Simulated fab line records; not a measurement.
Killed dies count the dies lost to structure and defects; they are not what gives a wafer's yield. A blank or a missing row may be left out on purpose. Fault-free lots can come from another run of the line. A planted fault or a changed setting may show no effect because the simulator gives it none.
A single fault, viewed from 2 desks	flow gf180mcu	every desk sees just its own numbers, and what lay behind them comes last

TOOL OWNER'S DESK, rie si-02
The tool's own readings at GF_STI_ETCH_14 (etches Si in HBr/Cl2/O2, target depth 360 nm, time 102.9 s): means of the sampled wafers that have a number, for each lot that ran on this tool. Marked OUT: a lot whose mean sits more than 4 standard deviations from the usual mean, which makes it out of limits; the brackets give that distance.
Columns: A = chamber pressure mTorr at GF_STI_ETCH_14, usual 14.999 mTorr; B = drypump motor current A at GF_STI_ETCH_14, usual 5.9 A; C = oes product au at GF_STI_ETCH_14, usual 0.994 a.u.; D = throttle valve pct at GF_STI_ETCH_14, usual 25.661 %
lot	first seen here	A	B	C	D
L961	day 2 08:29	14.996	6.0	1.006	25.651
L962	day 2 13:22	14.986	6.0	0.993	25.656
L970	day 4 06:52	14.995	5.7	0.986	25.661
L972	day 4 16:16	15.016	5.7	1.005	25.645
L973	day 4 20:34	15.018	5.7	0.993	25.663
L979	day 6 05:40	14.994	5.7	1.000	25.649
Result from this desk: across the 6 lots, nothing is out of limits.

METROLOGY DESK
What the gauges read, lot by lot, whatever tool the lot ran on: means of the sampled wafers that have a number. Marked OUT: a lot whose mean sits more than 4 standard deviations from the usual mean, which makes it out of limits; the brackets give that distance.
Columns: A = PASSIVATION_CVD_00_THK at GF_PASSIVATION_THK_MEAS_01, usual 1003 nm; B = PASSIVATION_BOW at GF_PASSIVATION_BOW_MEAS_14, usual 135 um
lot	first seen here	A	B
L960	day 27 23:15	1012	146
L961	day 28 11:24	993	142
L962	day 28 17:37	998	132
L964	day 29 02:08	1010	128
L965	day 29 19:03	990	131
L967	day 30 05:37	1009	138
L969	day 30 21:52	993	140
L970	day 31 04:20	1015	119
L972	day 31 16:29	992	138
L973	day 32 04:18	1010	137
L976	day 32 17:43	1003	142
L978	day 33 10:31	1007	140
L979	day 33 13:04	986	136
Result from this desk: across the 13 lots, nothing is out of limits.

PUT TOGETHER
The tool owner's desk saw nothing out of limits.
From the metrology desk's view, nothing was out of limits.

WHAT THE SIMULATOR PUT IN
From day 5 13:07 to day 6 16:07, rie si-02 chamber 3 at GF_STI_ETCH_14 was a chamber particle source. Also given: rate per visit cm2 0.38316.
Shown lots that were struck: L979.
